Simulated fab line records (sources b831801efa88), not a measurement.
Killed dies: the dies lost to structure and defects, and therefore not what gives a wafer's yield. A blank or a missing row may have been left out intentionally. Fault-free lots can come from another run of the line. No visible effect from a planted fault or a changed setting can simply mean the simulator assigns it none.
The tool behind it: which one? | flow sky130 | Sampling: 14 lots, 42 wafers, 6 of 708 route steps

## WHAT THE GAUGES READ, wafer by wafer
SKY_FIELD_ISO_THK_MEAS_02. Usual: FIELD_ISO_OXIDATION_00_THK typically reads 11.95 nm, with standard deviation 0.2.
lot  | measured    | on            | FIELD_ISO_OXIDATION_00_THK (nm) | flag
L253 | day 1 11:38 | film_metro-01 | 12.50 12.13 12.26               |
L255 | day 1 23:28 | film_metro-01 | 12.03 12.30 12.17               |
L256 | day 2 02:40 | film_metro-03 | 11.88 12.11 12.03               |
L259 | day 2 17:38 | film_metro-04 | 11.87 11.82 11.71               |
L260 | day 2 22:39 | film_metro-03 | 11.74 11.99 11.80               |
L261 | day 3 03:38 | film_metro-03 | 11.83 11.74 11.74               |
L262 | day 3 08:38 | film_metro-04 | 12.26 12.28 12.19               |
L264 | day 3 18:58 | film_metro-01 | 11.73 12.07 11.99               |
L266 | day 4 05:55 | film_metro-04 | 12.07 12.05 11.99               |
L267 | day 4 10:14 | film_metro-01 | 11.74 11.92 11.54               |
L268 | day 4 15:07 | film_metro-01 | 12.34 12.03 12.09               |
L269 | day 4 19:40 | film_metro-04 | 11.97 11.84 11.99               |
L273 | day 5 17:25 | film_metro-03 | 11.82 11.85 12.09               |
L276 | day 6 06:38 | film_metro-04 | 11.73 11.52 11.70               |

SKY_PWDE_OVL_MEAS_07. Usual: PWDE_OVL typically reads 0.6 nm, with standard deviation 1.3.
lot  | measured    | on         | PWDE_OVL (nm)  | flag
L253 | day 3 19:35 | overlay-01 | 3.2 1.9 1.7    |
L255 | day 4 08:10 | overlay-01 | 2.2 1.8 0.6    |
L256 | day 4 14:41 | overlay-01 | 0.8 0.2 -0.6   |
L259 | day 5 07:07 | overlay-02 | -0.7 -2.5 -0.3 |
L260 | day 5 13:46 | overlay-01 | 1.8 0.8 -0.4   |
L261 | day 5 17:31 | overlay-01 | -0.6 -1.1 1.2  |
L262 | day 5 22:58 | overlay-01 | 1.0 1.1 2.3    |
L264 | day 6 09:13 | overlay-01 | -0.6 -0.9 -0.6 |
L266 | day 6 23:53 | overlay-02 | 1.9 0.7 -1.9   |
L267 | day 7 03:41 | overlay-02 | 2.7 -0.1 2.0   |
L268 | day 7 11:08 | overlay-02 | -1.4 0.3 -1.5  |
L269 | day 7 16:39 | overlay-01 | - - -          | OFF
L273 | day 8 12:14 | overlay-02 | - - -          | OFF
L276 | day 9 09:20 | overlay-01 | 2.0 4.3 2.6    |

SKY_PWDE_TW_MEAS_10. Usual: PWDE_TW typically reads 371.6, with standard deviation 2.7.
lot  | measured    | on            | PWDE_TW           | flag
L253 | day 3 19:54 | film_metro-02 | 371.6 369.1 369.5 |
L255 | day 4 08:26 | film_metro-02 | 372.0 368.9 371.4 |
L256 | day 4 14:59 | film_metro-04 | 368.0 369.9 370.1 |
L259 | day 5 07:25 | film_metro-02 | 369.2 368.7 369.4 |
L260 | day 5 14:03 | film_metro-02 | 370.4 369.5 371.8 |
L261 | day 5 17:49 | film_metro-03 | 375.1 373.3 374.1 |
L262 | day 5 23:15 | film_metro-03 | 375.6 373.6 373.4 |
L264 | day 6 09:29 | film_metro-02 | 370.4 368.4 369.4 |
L266 | day 7 00:11 | film_metro-02 | 370.2 371.4 370.1 |
L267 | day 7 03:59 | film_metro-03 | 375.0 373.7 373.6 |
L268 | day 7 11:25 | film_metro-02 | 369.4 372.0 371.5 |
L269 | day 7 16:57 | film_metro-03 | 30.2 30.2 29.8    | OFF
L273 | day 8 12:31 | film_metro-04 | 29.5 29.6 29.5    | OFF
L276 | day 9 09:37 | film_metro-04 | 369.9 371.1 368.9 |

SKY_VT_ADJUST_LVTN_OVL_MEAS_18. Usual: VT_ADJUST_LVTN_01_OVL typically reads -0.2 nm, with standard deviation 1.4.
lot  | measured     | on         | VT_ADJUST_LVTN_01_OVL (nm) | flag
L253 | day 7 15:58  | overlay-02 | -0.1 -0.4 -0.7             |
L255 | day 8 06:34  | overlay-01 | -0.3 0.9 -1.0              |
L256 | day 8 14:00  | overlay-01 | -0.3 -0.3 -0.1             |
L259 | day 9 11:32  | overlay-02 | 0.8 -1.3 -1.8              |
L260 | day 9 17:59  | overlay-01 | 2.5 1.8 2.5                |
L261 | day 9 22:37  | overlay-02 | 1.1 -0.1 1.5               |
L262 | day 10 03:47 | overlay-02 | -0.3 0.7 0.8               |
L264 | day 10 19:22 | overlay-01 | -2.0 -1.6 -1.5             |
L266 | day 11 11:32 | overlay-02 | -0.4 -1.7 0.7              |
L267 | day 11 16:23 | overlay-01 | 1.4 1.0 0.7                |
L268 | day 12 03:17 | overlay-01 | 1.7 -0.1 0.2               |
L269 | day 12 09:57 | overlay-02 | -0.1 -0.8 -3.0             |
L273 | day 13 11:43 | overlay-02 | -0.2 0.0 -0.6              |
L276 | day 14 14:02 | overlay-02 | -2.8 -1.2 -2.6             |

## WHAT TOOL EACH LOT RAN ON (gives the tool, then ch and the chambers of the sampled wafers, and finally the start)
lot  | SKY_PWDE_DEVELOP_06              | SKY_VT_ADJUST_HVTP_STRIP_10
L253 | litho_track-03 ch 0, day 3 19:00 | plasma_asher-03 ch 0,1, day 6 01:19
L255 | litho_track-04 ch 0, day 4 08:00 | plasma_asher-04 ch 0,1, day 6 15:38
L256 | litho_track-02 ch 0, day 4 14:00 | plasma_asher-02 ch 0,1, day 6 22:40
L259 | litho_track-02 ch 0, day 5 06:00 | plasma_asher-02 ch 0,1, day 7 16:43
L260 | litho_track-04 ch 0, day 5 13:00 | plasma_asher-02 ch 0,1, day 7 23:56
L261 | litho_track-02 ch 0, day 5 17:00 | plasma_asher-04 ch 0,1, day 8 03:29
L262 | litho_track-04 ch 0, day 5 22:00 | plasma_asher-02 ch 0, day 8 09:44
L264 | litho_track-04 ch 0, day 6 09:00 | plasma_asher-04 ch 0,1, day 8 23:13
L266 | litho_track-03 ch 0, day 6 23:00 | plasma_asher-04 ch 0,1, day 9 13:44
L267 | litho_track-03 ch 0, day 7 03:00 | plasma_asher-04 ch 0,1, day 9 18:16
L268 | litho_track-02 ch 0, day 7 10:00 | plasma_asher-02 ch 0,1, day 10 02:59
L269 | litho_track-03 ch 0, day 7 16:00 | plasma_asher-04 ch 0,1, day 10 10:25
L273 | litho_track-03 ch 0, day 8 12:00 | plasma_asher-03 ch 0,1, day 11 09:20
L276 | litho_track-02 ch 0, day 9 09:00 | plasma_asher-03 ch 0,1, day 12 09:55
- SKY_PWDE_DEVELOP_06: develop time 60 s.
- SKY_VT_ADJUST_HVTP_STRIP_10: strips in O2/N2.

## AS READ BY THE TOOLS THEMSELVES (means over the sampled wafers that have a number; for cases with no such wafer, the mark the record gives instead)
SKY_VT_ADJUST_HVTP_STRIP_10. Usual: drypump_motor_current_A 5.52 A, standard deviation 0.19; oes_product_au 0.716 a.u., standard deviation 0.0044; strip_time_to_endpoint_s 14.17 s, standard deviation 0.036.
lot  | tool            | drypump_motor_current_A (A) | oes_product_au (a.u.) | strip_time_to_endpoint_s (s) | flag
L253 | plasma_asher-03 | 5.70                        | 0.714                 | 14.20                        |
L255 | plasma_asher-04 | 5.32                        | 0.718                 | 14.17                        |
L256 | plasma_asher-02 | 5.55                        | 0.714                 | 14.15                        |
L259 | plasma_asher-02 | 5.57                        | 0.714                 | 14.18                        |
L260 | plasma_asher-02 | 5.47                        | 0.716                 | 14.16                        |
L261 | plasma_asher-04 | 5.47                        | 0.716                 | 14.18                        |
L262 | plasma_asher-02 | 5.34                        | 0.715                 | 14.14                        |
L264 | plasma_asher-04 | 5.31                        | 0.713                 | 14.17                        |
L266 | plasma_asher-04 | 5.32                        | 0.716                 | 14.15                        |
L267 | plasma_asher-04 | 5.32                        | 0.715                 | 14.18                        |
L268 | plasma_asher-02 | 5.58                        | 0.717                 | 14.23                        |
L269 | plasma_asher-04 | 5.32                        | 0.720                 | 14.20                        |
L273 | plasma_asher-03 | 5.63                        | 0.719                 | 14.17                        |
L276 | plasma_asher-03 | 5.64                        | 0.716                 | 14.18                        |

## THE ANSWER, worked out from the rows above alone
Rule: lot off if the mean of its wafers having a number is beyond 3 standard deviations from the usual mean. Also off: a lot with no number at a reading for which 4 or more lots have one. Where the step has rows for the other lots, those lots are counted as sound. Order of review: gauges by route order, followed by the tools' own readings, for which a lot's mean as printed above is used. The first step at which some lot is off is used, and at that step the reading that is off furthest; a lot without a number counts as furthest.
Off: L269, L273, seen at SKY_PWDE_OVL_MEAS_07 (PWDE_OVL). Without a number there: L269, L273.
If a tool, at a process step before that reading, ran all the lots that are off and no sound lot after the first of them, it fits. The gauges at SKY_PWDE_OVL_MEAS_07 aren't tried: what is off there is off at SKY_PWDE_TW_MEAS_10 too, on other tools, and a gauge's error can't cause that. One fits: litho_track-03 at SKY_PWDE_DEVELOP_06. Its last sound lot is L267 (day 7 03:00), its first lot that is off L269 (day 7 16:00): a fault that began between those two fits.

## WHAT WAS PUT IN BY THE SIMULATOR
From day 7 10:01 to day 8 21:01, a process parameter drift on litho_track-03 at SKY_PWDE_DEVELOP_06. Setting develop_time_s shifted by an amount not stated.
Lots struck among those shown: L269, L273. The rule given above showed the same thing.
